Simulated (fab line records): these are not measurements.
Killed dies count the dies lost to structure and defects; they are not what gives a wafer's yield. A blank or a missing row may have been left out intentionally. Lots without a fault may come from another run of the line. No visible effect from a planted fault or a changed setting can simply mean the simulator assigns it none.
A single fault, viewed from 2 desks | flow sky130 | what lay behind the numbers comes last; until then each desk has only its own

## FOR THE TOOL OWNER'S DESK: rie diel-04
The tool's own readings at SKY_VIA3_ETCH_15 (etches SiO2 in C4F8/O2/Ar, stops on TiN, target depth 507 nm, time 78 s): means of the sampled wafers that have a number, for each lot that ran on this tool. The brackets show how far a lot's mean lies from the usual mean; more than 4 standard deviations puts the lot out of limits, marked OUT.
Columns: A = bias w at SKY_VIA3_ETCH_15, usual 1200 W; B = oes product au at SKY_VIA3_ETCH_15, usual 0.946 a.u.; C = run length s at SKY_VIA3_ETCH_15, usual 106.4 s
lot  | first seen here | A    | B                | C
L474 | day 39 22:00    | 1201 | 0.941            | 106.5
L478 | day 41 09:51    | 1196 | 0.969 (+4.5) OUT | 91.3 (-31) OUT
L479 | day 41 19:02    | 1197 | 0.980 (+6.7) OUT | 91.3 (-31) OUT
L480 | day 41 23:25    | 1199 | 0.982 (+7.0) OUT | 91.4 (-31) OUT
L487 | day 44 02:10    | 1203 | 0.945            | 106.5
L490 | day 45 00:04    | 1201 | 0.940            | 106.5
L492 | day 45 08:45    | 1200 | 0.942            | 107.0
Finding of this desk: L478, L479, L480 out of limits; the first was L478 at day 41 09:51, on oes product au at SKY_VIA3_ETCH_15. L474, L487, L490, L492 stayed within limits.

## FROM THE METROLOGY DESK
What the gauges read, lot by lot, whatever tool the lot ran on: means of the sampled wafers that have a number. The brackets show how far a lot's mean lies from the usual mean; more than 4 standard deviations puts the lot out of limits, marked OUT.
Columns: A = cd nm at SKY_METAL2_CD_MEAS_15, usual 139.6 nm
lot  | first seen here | A
L474 | day 35 10:43    | 140.4
L478 | day 37 00:18    | 138.2
L479 | day 37 09:51    | 137.7
L480 | day 37 15:19    | 140.6
L481 | day 37 19:31    | 141.6
L484 | day 38 21:55    | 138.7
L487 | day 39 21:28    | 137.9
L488 | day 39 23:05    | 139.4
L489 | day 40 08:42    | 140.7
L490 | day 40 22:49    | 139.4
L491 | day 41 00:34    | 140.7
L492 | day 41 07:22    | 139.5
This desk found nothing out of limits on any of the 12 lots.

## TAKEN TOGETHER
The tool owner's desk had the chance to raise an alarm at day 41 09:51 on L478, L479, L480.
Metrology desk: nothing out of limits seen.
The metrology desk holds a record of L478, L479, L480, inside its limits.
The lots listed all ran SKY_VIA3_ETCH_15 on rie diel-04.

## WHAT THE SIMULATOR HAD PUT IN
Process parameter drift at SKY_VIA3_ETCH_15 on rie diel-04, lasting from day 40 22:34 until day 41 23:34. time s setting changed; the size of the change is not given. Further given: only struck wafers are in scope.
Shown lots that were struck: L478, L479, L480.
Time in hours from fault onset to the first out-of-limits reading at each desk: the tool owner's desk, 11.
